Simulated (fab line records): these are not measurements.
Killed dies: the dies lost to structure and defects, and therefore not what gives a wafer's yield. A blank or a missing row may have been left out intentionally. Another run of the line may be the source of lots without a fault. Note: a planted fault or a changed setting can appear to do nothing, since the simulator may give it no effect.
Which tool did it? :: flow sky130 :: at 1 step of a route of 708, 6 lots with 17 wafers sampled

== WHAT THE GAUGES SHOWED, per wafer ==
SKY_VT_ADJUST_NCORE_CD_MEAS_07 targets a cd of 380 nm.
lot: L408
measured: day 10 10:01
on: cd sem-01
cd nm (nm): 385.6 382.4 383.5

lot: L410
measured: day 10 21:01
on: cd sem-02
cd nm (nm): 378.6 382.8 381.2

lot: L412
measured: day 11 14:14
on: cd sem-02
cd nm (nm): 385.2 382.4

lot: L421
measured: day 14 09:29
on: cd sem-01
cd nm (nm): 377.2 376.7 375.1

lot: L424
measured: day 15 00:25
on: cd sem-01
cd nm (nm): 379.3 381.2 381.5

lot: L426
measured: day 15 11:23
on: cd sem-02
cd nm (nm): 378.6 379.0 379.5

== WHICH TOOL RAN EACH LOT (tool, then ch and the chambers of the sampled wafers, then the start) ==
There is no process step in the record ahead of these readings.

== THE ANSWER, worked out from the rows above alone ==
Rule: the lots themselves supply what counts as usual. Put in order of their means at a reading, lots are off if they are a third of the lots or fewer, leave a main group of 4 or more, and stand apart from it by a gap of 3 or more times the standard deviation of the main group's means; of several such gaps the widest counts. Not used: any main group whose means are identical at the precision the tables above print for the reading. A lot without any number at a reading at which 4 lots or more have one is off too. The other lots that the step has rows for count as sound.
None of the lots is off at any reading shown; this tells nothing.

== WHAT THE SIMULATOR HAD PUT IN ==
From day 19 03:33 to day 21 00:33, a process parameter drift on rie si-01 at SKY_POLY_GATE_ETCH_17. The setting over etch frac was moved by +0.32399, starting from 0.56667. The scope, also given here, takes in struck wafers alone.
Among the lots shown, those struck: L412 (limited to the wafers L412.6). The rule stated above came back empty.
